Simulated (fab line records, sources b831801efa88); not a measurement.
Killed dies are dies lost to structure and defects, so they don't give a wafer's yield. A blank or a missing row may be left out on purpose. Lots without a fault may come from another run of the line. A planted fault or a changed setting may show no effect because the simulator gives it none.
Which tool did it? | flow sky130 | 12 lots, 36 wafers sampled, at 1 step of a route of 708

WHAT THE GAUGES READ, wafer by wafer
SKY_FIELD_ISO_BOW_MEAS_00.
lot  | measured    | on            | INCOMING_BOW (um)
L075 | day 1 15:02 | film_metro-02 | -4 10 -1
L077 | day 2 01:01 | film_metro-01 | -13 0 7
L079 | day 2 11:00 | film_metro-02 | -2 11 -3
L081 | day 2 21:00 | film_metro-01 | -4 -6 -6
L083 | day 3 07:00 | film_metro-04 | 9 -1 -5
L085 | day 3 17:00 | film_metro-04 | -4 6 -7
L087 | day 4 03:01 | film_metro-01 | -9 -8 -2
L089 | day 4 13:01 | film_metro-04 | -8 -2 12
L091 | day 4 23:00 | film_metro-02 | 5 2 2
L093 | day 5 09:01 | film_metro-01 | -2 4 16
L095 | day 5 19:00 | film_metro-04 | -3 -6 -2
L097 | day 6 05:01 | film_metro-01 | -8 12 -5

WHICH TOOL RAN EACH LOT (tool, then ch and the chambers of the sampled wafers, then the start)
The record holds no process step before these readings.

THE ANSWER, worked out from the rows above alone
Rule: what is usual is taken from the lots themselves. Put in order of their means at a reading, lots are off if they are a third of the lots or fewer, leave a main group of 4 or more, and stand apart from it by a gap of 3 or more times the standard deviation of the main group's means; of several such gaps the widest counts. A main group whose means are all the same, to the digits that the tables above print for the reading, isn't used. A lot without any number at a reading at which 4 lots or more have one is off too. The other lots that the step has rows for count as sound.
No lot is off at any reading shown: from this, nothing can be told.

WHAT THE SIMULATOR HAD PUT IN
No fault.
